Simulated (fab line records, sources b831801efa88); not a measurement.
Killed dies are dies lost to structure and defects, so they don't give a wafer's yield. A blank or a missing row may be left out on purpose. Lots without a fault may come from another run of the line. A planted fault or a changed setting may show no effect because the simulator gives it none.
fab line records | flow sky130
record lots=14 wafers=42 last_day=50
route steps=708 shown POLY_GATE@236 LDD_P@265 LDD_HVN@276 POLY_CUT@316 SD_P@327
lots that met no fault: from a run of the same line without faults
start_h: hours from the record's first day to the start of the lot's first wafer shown | wait_h: hours since the lot's step before | " the same as in the row above | L1.1+2: a row that stands for several wafers | - no value, or no start given | * or withheld: withheld | < > ~ a bound
route shown NAME@n: a module of which the file shows steps, and the number in the route of the first | usual: mean/standard deviation of fault-free wafers | same: alike in all rows | chamber/n: place in a boat | sites: the reading at each site | _std_site: their standard deviation | _edge_site: outer sites' mean less inner sites' | radius_mm: how far each site lies from the wafer's centre | mask NAME#n: copy n | behind: the tool/chamber that last shaped the wafer | hold: why the lot was held/for how many hours/how that ended | device: the transistor (n, p or np) that didn't switch | end of line: the same wafers' tests at the end of the route | a step without rows: its recipe alone | killed: dies lost to structure and defects at the first sort, not the wafer's yield | map: a wafer's dies, x killed, . not, _ none there
set.NAME: the setting as run; set.NAME@STEP: as run at that earlier step | model.NAME: the simulator's own value behind a step, which no gauge read
steps of the route over a sample of lots; a table a step, a row a wafer
services: from which hour (start_h, from the record's first day; less than 0 if before it) a tool's chamber was out of use, for how many hours, and why
## steps
# step SKY_POLY_GATE_CD_MEAS_22
# usual cd_nm=150.9/2.6
# columns lot.wafer tool chamber start_h wait_h cd_nm
L537.4 cd_sem-02 - 372.02 0.1 152.6
L537.5 " - " " 154.3
L537.6 " - " " 155.2
L542.1 cd_sem-01 - 421.25 0.1 151.2
L542.2 " - " " 154.5
L542.3 " - " " 152.2
L543.1 cd_sem-01 - 425.63 0.1 153.6
L543.4 " - " " 150.7
L543.6 " - " " 153.2
L545.3 cd_sem-01 - 455.09 0.1 147.2
L545.4 " - " " 152.7
L545.6 " - " " 152.7
L547.2 cd_sem-02 - 457.01 0.1 150.2
L547.4 " - " " 152.3
L547.5 " - " " 151.1
L546.1 cd_sem-02 - 460.69 0.1 150.6
L546.4 " - " " 152.5
L546.6 " - " " 150.8
L548.1 cd_sem-02 - 461.57 0.1 148.0
L548.4 " - " " 153.3
L548.5 " - " " 150.6
L549.3 cd_sem-02 - 486.61 0.1 150.6
L549.4 " - " " 154.6
L549.6 " - " " 151.0
L552.4 cd_sem-01 - 497.47 0.1 145.6
L552.5 " - " " 150.6
L552.6 " - " " 153.8
L553.3 cd_sem-02 - 518.23 0.1 145.0
L553.4 " - " " 152.3
L553.5 " - " " 151.2
L554.1 cd_sem-01 - 520.60 0.1 148.3
L554.2 " - " " 146.1
L554.4 " - " " 152.5
L558.1 cd_sem-02 - 568.80 0.1 148.0
L558.3 " - " " 151.9
L558.6 " - " " 146.5
L559.2 cd_sem-01 - 575.71 0.1 150.4
L559.3 " - " " 145.9
L559.6 " - " " 146.4
L560.1 cd_sem-01 - 582.54 0.1 149.6
L560.2 " - " " 147.6
L560.4 " - " " 150.1
# step SKY_LDD_P_STRIP_10
# recipe chemistry=O2/N2 power_w=1400 pressure_mtorr=1500 platen_temp_c=withheld o2_flow_sccm=3000 n2_flow_sccm=300 overash_fraction=0.5
# usual chamber_pressure_mTorr=1500.0/1.3 drypump_motor_current_A=5.91/0.25 oes_product_au=0.716/0.0042 strip_time_to_endpoint_s=14.18/0.034
# columns lot.wafer tool chamber start_h wait_h chamber_pressure_mTorr drypump_motor_current_A oes_product_au rf_hours_counter_h strip_time_to_endpoint_s
L537.4 plasma_asher-02 0 432.83 0.1 1497.1 5.82 0.714 - 14.22
L537.5 " 0 " " 1497.6 5.85 0.714 - 14.20
L537.6 " 1 " " 1500.9 6.27 0.718 - 14.24
L542.1 plasma_asher-04 0 485.55 0.1 1500.6 5.57 0.713 37 14.22
L542.2 " 1 " " 1501.4 6.10 0.715 37 14.16
L542.3 " 1 " " 1502.4 6.10 0.714 - 14.21
L543.1 plasma_asher-02 0 488.69 0.1 1500.1 5.85 0.718 81 14.14
L543.4 " 0 " " 1500.3 5.89 0.721 - 14.14
L543.6 " 0 " " 1496.7 5.88 0.713 - 14.14
L545.3 plasma_asher-01 0 518.09 0.1 1500.5 5.59 0.715 - 14.20
L545.4 " 1 " " 1500.7 5.87 0.723 - 14.20
L545.6 " 0 " " 1498.7 5.61 0.709 - 14.20
L547.2 plasma_asher-04 0 519.31 0.1 1497.2 5.58 0.714 40 14.15
L547.4 " 0 " " 1499.7 5.56 0.712 - 14.12
L547.5 " 0 " " 1500.0 5.56 0.711 - 14.16
L546.1 plasma_asher-04 1 523.61 0.1 1498.5 6.10 0.713 41 14.18
L546.4 " 0 " " 1500.7 5.56 0.711 - 14.19
L546.6 " 1 " " 1498.4 6.11 0.722 - 14.18
L548.1 plasma_asher-02 0 524.40 0.1 1500.3 5.88 0.717 85 14.17
L548.4 " 0 " " 1500.4 5.84 0.725 - 14.22
L548.5 " 1 " " 1498.5 6.28 0.720 - 14.17
L549.3 plasma_asher-01 0 549.02 0.1 1498.7 5.61 0.716 - 14.15
L549.4 " 1 " " 1499.6 5.88 0.713 - 14.12
L549.6 " 0 " " 1499.1 5.59 0.724 - 14.17
L552.4 plasma_asher-01 1 558.99 0.1 1498.9 5.85 0.716 - 14.16
L552.5 " 0 " " 1499.6 5.58 0.722 - 14.14
L552.6 " 1 " " 1499.1 5.87 0.724 - 14.11
L553.3 plasma_asher-04 1 579.92 0.1 - - - - -
L553.4 " 0 " " - - - - -
L553.5 " 1 " " - - - - -
L554.1 plasma_asher-02 0 581.99 0.1 - - - - -
L554.2 " 1 " " - - - - -
L554.4 " 1 " " - - - - -
L558.1 plasma_asher-02 1 628.34 0.1 1499.0 6.29 0.723 96 14.26
L558.3 " 0 " " 1498.9 5.90 0.715 - 14.21
L558.6 " 1 " " 1501.0 6.27 0.719 - 14.25
L559.2 plasma_asher-04 0 636.70 0.1 1502.7 5.58 0.713 51 14.18
L559.3 " 1 " " 1501.2 6.08 0.718 - 14.16
L559.6 " 0 " " 1500.4 5.58 0.717 - 14.22
L560.1 plasma_asher-02 1 642.85 0.1 1500.2 6.26 0.722 97 14.19
L560.2 " 0 " " 1499.8 5.91 0.717 97 14.20
L560.4 " 0 " " 1499.9 5.87 0.722 - 14.19
# step SKY_LDD_HVN_STRIP_09
# recipe chemistry=O2/N2 power_w=1400 pressure_mtorr=1500 platen_temp_c=withheld o2_flow_sccm=3000 n2_flow_sccm=300 overash_fraction=0.5
# usual chamber_pressure_mTorr=1500.1/1.3 drypump_motor_current_A=5.82/0.28 oes_product_au=0.408/0.005 strip_time_to_endpoint_s=4.134/0.014
# columns lot.wafer tool chamber start_h wait_h chamber_pressure_mTorr drypump_motor_current_A oes_product_au rf_hours_counter_h strip_time_to_endpoint_s
L537.4 plasma_asher-01 1 464.16 0.1 1498.2 5.83 0.403 - 4.151
L537.5 " 0 " " 1498.9 5.60 0.404 - 4.136
L537.6 " 1 " " 1498.7 5.86 0.414 - 4.151
L542.1 plasma_asher-02 0 516.83 0.1 1499.5 5.85 0.413 84 4.116
L542.2 " 1 " " 1500.5 6.31 0.404 84 4.127
L542.3 " 1 " " 1500.1 6.31 0.413 - 4.122
L543.1 plasma_asher-01 1 518.89 0.1 1499.6 5.85 0.416 68 4.125
L543.4 " 0 " " 1498.6 5.60 0.401 - 4.120
L543.6 " 1 " " 1503.1 5.83 0.409 - 4.116
L545.3 plasma_asher-02 0 548.46 0.1 1499.7 5.84 0.406 - 4.149
L545.4 " 1 " " 1499.1 6.29 0.409 - 4.161
L545.6 " 1 " " 1500.0 6.25 0.411 - 4.142
L547.2 plasma_asher-02 1 549.59 0.1 1497.3 6.25 0.409 87 4.143
L547.4 " 1 " " 1502.4 6.26 0.405 - 4.145
L547.5 " 0 " " 1500.0 5.88 0.404 - 4.141
L546.1 plasma_asher-03 0 553.63 0.1 1500.0 6.13 0.399 11 4.109
L546.4 " 1 " " 1498.6 5.44 0.414 - 4.116
L546.6 " 0 " " 1502.1 6.13 0.406 - 4.122
L548.1 plasma_asher-01 0 554.29 0.1 1500.5 5.58 0.410 71 4.138
L548.4 " 1 " " 1498.6 5.83 0.408 - 4.119
L548.5 " 0 " " 1499.9 5.60 0.410 - 4.126
L549.3 plasma_asher-02 1 578.65 0.1 1501.7 6.26 0.410 - 4.145
L549.4 " 0 " " 1501.9 5.82 0.415 - 4.150
L549.6 " 0 " " 1500.1 5.87 0.415 - 4.151
L552.4 plasma_asher-02 0 589.01 0.1 1500.6 5.88 0.411 - 4.147
L552.5 " 1 " " 1502.0 6.24 0.411 - 4.151
L552.6 " 0 " " 1500.0 5.89 0.403 - 4.138
L553.3 plasma_asher-03 1 610.11 0.1 1499.9 5.42 0.714 - 21.766
L553.4 " 0 " " 1502.6 6.11 0.719 - 21.795
L553.5 " 1 " " 1500.4 5.43 0.713 - 21.768
L554.1 plasma_asher-03 0 612.09 0.1 1499.6 6.10 0.722 17 21.778
L554.2 " 1 " " 1498.2 5.42 0.725 17 21.746
L554.4 " 0 " " 1499.3 6.11 0.717 - 21.708
L558.1 plasma_asher-03 0 657.17 0.1 1499.1 6.13 0.406 22 4.126
L558.3 " 0 " " 1499.1 6.12 0.404 - 4.117
L558.6 " 0 " " 1498.5 6.13 0.411 - 4.127
L559.2 plasma_asher-01 1 665.14 0.1 1501.5 5.83 0.402 82 4.164
L559.3 " 0 " " 1499.5 5.58 0.404 - 4.138
L559.6 " 1 " " 1502.5 5.85 0.413 - 4.159
L560.1 plasma_asher-01 0 671.87 0.1 1499.5 5.60 0.415 83 4.106
L560.2 " 1 " " 1500.3 5.84 0.411 83 4.120
L560.4 " 0 " " 1500.7 5.61 0.402 - 4.099
# step SKY_LDD_HVN_TW_MEAS_10
# usual LDD_HVN_TW=1448/7.3
# columns lot.wafer tool chamber start_h wait_h LDD_HVN_TW
L537.4 film_metro-03 - 464.26 0.1 1451
L537.5 " - " " 1458
L537.6 " - " " 1456
L542.1 film_metro-03 - 516.93 0.1 1449
L542.2 " - " " 1450
L542.3 " - " " 1444
L543.1 film_metro-02 - 518.99 0.1 1453
L543.4 " - " " 1445
L543.6 " - " " 1445
L545.3 film_metro-04 - 548.55 0.1 1438
L545.4 " - " " 1448
L545.6 " - " " 1443
L547.2 film_metro-04 - 549.70 0.1 1439
L547.4 " - " " 1441
L547.5 " - " " 1439
L546.1 film_metro-04 - 553.73 0.1 1436
L546.4 " - " " 1441
L546.6 " - " " 1437
L548.1 film_metro-02 - 554.39 0.1 1440
L548.4 " - " " 1448
L548.5 " - " " 1445
L549.3 film_metro-02 - 578.74 0.1 1451
L549.4 " - " " 1443
L549.6 " - " " 1445
L552.4 film_metro-04 - 589.11 0.1 1429
L552.5 " - " " 1437
L552.6 " - " " 1438
L553.3 film_metro-04 - 610.20 0.1 30
L553.4 " - " " 30
L553.5 " - " " 30
L554.1 film_metro-02 - 612.19 0.1 30
L554.2 " - " " 30
L554.4 " - " " 30
L558.1 film_metro-02 - 657.27 0.1 1458
L558.3 " - " " 1456
L558.6 " - " " 1459
L559.2 film_metro-03 - 665.25 0.1 1456
L559.3 " - " " 1445
L559.6 " - " " 1449
L560.1 film_metro-03 - 671.97 0.1 1447
L560.2 " - " " 1448
L560.4 " - " " 1453
# step SKY_POLY_CUT_OVL_MEAS_09
# usual POLY_CUT_OVL=-2/4.1
# columns lot.wafer tool chamber start_h wait_h POLY_CUT_OVL[nm]
L537.4 overlay-01 - 557.17 0.1 -4
L537.5 " - " " 2
L537.6 " - " " 0
L542.1 overlay-01 - 609.30 0.1 0
L542.2 " - " " -6
L542.3 " - " " -2
L543.1 overlay-02 - 611.95 0.1 3
L543.4 " - " " 0
L543.6 " - " " 4
L545.3 overlay-01 - 640.27 0.1 -9
L545.4 " - " " -7
L545.6 " - " " -9
L547.2 overlay-02 - 641.96 0.1 -2
L547.4 " - " " 1
L547.5 " - " " -7
L546.1 overlay-01 - 644.41 0.1 -7
L546.4 " - " " -4
L546.6 " - " " -2
L548.1 overlay-01 - 646.61 0.1 4
L548.4 " - " " 2
L548.5 " - " " -1
L549.3 overlay-01 - 668.72 0.1 -6
L549.4 " - " " 4
L549.6 " - " " -3
L552.4 overlay-02 - 680.57 0.1 -3
L552.5 " - " " -4
L552.6 " - " " 0
L553.3 overlay-02 - 699.01 0.1 -3
L553.4 " - " " -4
L553.5 " - " " 1
L554.1 overlay-02 - 700.31 0.1 13
L554.2 " - " " -1
L554.4 " - " " 1
L558.1 overlay-02 - 744.45 0.1 6
L558.3 " - " " 5
L558.6 " - " " 7
L559.2 overlay-01 - 752.16 0.1 2
L559.3 " - " " 1
L559.6 " - " " 2
L560.1 overlay-01 - 759.20 0.1 6
L560.2 " - " " 0
L560.4 " - " " -3
# step SKY_SD_P_CD_MEAS_07
# recipe target_cd_nm=380
# usual cd_nm=380.5/2.5
# columns lot.wafer tool chamber start_h wait_h cd_nm
L537.4 cd_sem-02 - 587.30 0.1 382.7
L537.5 " - " " 379.2
L537.6 " - " " 381.6
L542.1 cd_sem-01 - 637.79 0.1 382.8
L542.2 " - " " 382.3
L542.3 " - " " 383.8
L543.1 cd_sem-02 - 640.45 0.1 376.9
L543.4 " - " " 377.9
L543.6 " - " " 381.0
L545.3 cd_sem-01 - 668.93 0.1 377.6
L545.4 " - " " 378.3
L545.6 " - " " 377.1
L547.2 cd_sem-02 - 670.56 0.1 381.8
L547.4 " - " " 382.3
L547.5 " - " " 383.2
L546.1 cd_sem-01 - 673.90 0.1 384.4
L546.4 " - " " 385.8
L546.6 " - " " 382.1
L548.1 cd_sem-02 - 675.49 0.1 379.5
L548.4 " - " " 380.5
L548.5 " - " " 376.5
L549.3 cd_sem-02 - 697.73 0.1 382.4
L549.4 " - " " 379.3
L549.6 " - " " 379.0
L552.4 cd_sem-02 - 708.70 0.1 380.1
L552.5 " - " " 378.9
L552.6 " - " " 379.4
L553.3 cd_sem-02 - 726.62 0.1 382.2
L553.4 " - " " 379.9
L553.5 " - " " 381.9
L554.1 cd_sem-02 - 727.48 0.1 380.5
L554.2 " - " " 381.5
L554.4 " - " " 378.3
L558.1 cd_sem-01 - 771.75 0.1 379.5
L558.3 " - " " 377.8
L558.6 " - " " 376.9
L559.2 cd_sem-01 - 778.95 0.1 386.0
L559.3 " - " " 380.7
L559.6 " - " " 383.2
L560.1 cd_sem-01 - 786.74 0.1 378.6
L560.2 " - " " 378.7
L560.4 " - " " 379.5
## services
# columns tool chamber start_h hours kind
plasma_asher-03 - 421.25 9.0 pm
plasma_asher-03 0 421.25 9.0 vent_cycle
plasma_asher-03 1 421.25 9.0 vent_cycle
plasma_asher-01 - 423.40 14.6 pm
plasma_asher-03 0 430.25 - clean
plasma_asher-03 1 430.25 - clean
plasma_asher-01 - 455.26 1.8 repair
plasma_asher-03 - 509.29 15.6 pm
plasma_asher-01 - 562.90 8.4 repair
plasma_asher-04 - 585.32 3.2 repair
plasma_asher-01 - 614.51 1.1 repair
plasma_asher-04 - 651.72 14.6 pm
## key
first_sign step=SKY_LDD_P_STRIP_10 reading=tool_record direction=missing
effect step=SKY_LDD_HVN_STRIP_09 reading=strip_time_to_endpoint_s direction=up sigmas=99+ usual=* struck=*
effect step=SKY_LDD_HVN_TW_MEAS_10 reading=LDD_HVN_TW direction=down sigmas=99+ usual=1448 struck=30
met_at SKY_LDD_P_STRIP_10
struck_lots L553,L554
sort_left_out L553.3,L553.4,L553.5,L554.1,L554.2,L554.4
tester_left_out L553,L554
not_acting_at SKY_POLY_GATE_CD_MEAS_22,SKY_POLY_CUT_OVL_MEAS_09,SKY_SD_P_CD_MEAS_07
onset_between 524.40 579.92
fault kind=skipped_step_whole tool=plasma_asher-02,plasma_asher-04 chamber=- onset_h=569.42 steps=SKY_LDD_P_STRIP_10 scope=struck_lots_only
# tester_left_out: of these lots the tester's yield and bins aren't shown, on N5 and GAA mostly nor the transistor test; their killed dies are dies lost to structure and defects alone, not to doping, threshold or leakage, so they don't give the yield
# sort_left_out: the simulated sort isn't trusted on such a fault, so these wafers' sort isn't shown, and their yield isn't known
